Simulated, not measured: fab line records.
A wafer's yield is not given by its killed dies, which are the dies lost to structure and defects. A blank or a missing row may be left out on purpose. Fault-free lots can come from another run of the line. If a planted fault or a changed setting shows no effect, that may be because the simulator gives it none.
The same fault as seen by 2 desks / flow sky130 / each desk has only its own numbers; what lay behind them comes last

## AT THE TOOL OWNER'S DESK: cvdW-02
The tool's own readings at SKY_CONTACT_CVD_24 (deposits W, target thk 340 nm, time 102.12 s): means of the sampled wafers that have a number, for each lot that ran on this tool. A lot is out of limits, marked OUT, if its mean lies more than 4 standard deviations from the usual mean; the brackets give that distance.
Columns: A = chamberPressureTorr at SKY_CONTACT_CVD_24, usual 39.99 Torr; B = heaterPowerW at SKY_CONTACT_CVD_24, usual 880 W
lot=L121; first seen here=day 31 11:19; A=40.01; B=949
lot=L126; first seen here=day 33 07:19; A=39.96; B=949
lot=L128; first seen here=day 34 02:04; A=40.08; B=944
lot=L130; first seen here=day 35 02:50; A=39.99; B=977
lot=L141; first seen here=day 38 09:49; A=39.97; B=976
lot=L144; first seen here=day 38 17:07; A=39.94; B=908
lot=L143; first seen here=day 38 19:28; A=39.99; B=959
Result from this desk: across the 7 lots, nothing is out of limits.

## FROM THE METROLOGY DESK
What the gauges read for every lot (on any tool): the sampled wafers with a number, averaged. A lot is out of limits, marked OUT, if its mean lies more than 4 standard deviations from the usual mean; the brackets give that distance.
Columns: A = cdNm at SKY_LOCAL_INTERCONNECT_CD_MEAS_11, usual 169.1 nm; B = CONTACT_BOW at SKY_CONTACT_BOW_MEAS_05, usual 81 um; C = CONTACT_W_RS at SKY_CONTACT_RS_MEAS_25, usual 0.340 ohm/sq; D = CONTACT_W_THK at SKY_CONTACT_THK_MEAS_26, usual 335 nm
lot=L121; first seen here=day 30 05:22; A=167.8; B=76; C=0.346; D=328
lot=L123; first seen here=day 30 21:23; A=169.0; B=80; C=0.337; D=339
lot=L124; first seen here=day 31 10:27; A=170.0; B=77; C=0.341; D=332
lot=L126; first seen here=day 32 02:11; A=168.6; B=79; C=0.335; D=342
lot=L128; first seen here=day 32 21:37; A=172.2; B=82; C=0.410 (+19) OUT; D=282 (-11) OUT
lot=L129; first seen here=day 32 23:07; A=172.3; B=75; C=0.335; D=339
lot=L130; first seen here=day 33 23:05; A=168.7; B=81; C=0.372 (+8.6) OUT; D=311 (-5.1) OUT
lot=L138; first seen here=day 36 03:35; A=167.8; B=83; C=0.341; D=333
lot=L141; first seen here=day 37 06:23; A=167.6; B=83; C=0.340; D=339
lot=L144; first seen here=day 37 13:47; A=169.6; B=80; C=0.339; D=335
lot=L143; first seen here=day 37 15:59; A=169.2; B=77; C=0.340; D=335
This desk's result: L128, L130 out of limits, first on L128 (CONTACT_W_RS at SKY_CONTACT_RS_MEAS_25), day 34 02:11. In limits: L121, L123, L124, L126, L129, L138, L141, L144, L143.

## TAKEN TOGETHER
Metrology desk: alarm possible at day 34 02:11 on L128, L130.
The desk of the tool owner found nothing out of limits.
The tool owner's desk has L128, L130 on record, within its limits.
All the named lots went through SKY_CONTACT_CVD_24 on cvdW-02.

## WHAT HAD BEEN PUT IN BY THE SIMULATOR
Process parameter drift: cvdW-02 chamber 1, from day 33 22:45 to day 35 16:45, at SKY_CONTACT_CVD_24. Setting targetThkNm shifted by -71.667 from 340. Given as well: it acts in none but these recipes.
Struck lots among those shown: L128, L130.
Time in hours between the start of the fault and the first out-of-limits reading at each desk: metrology desk, 3.
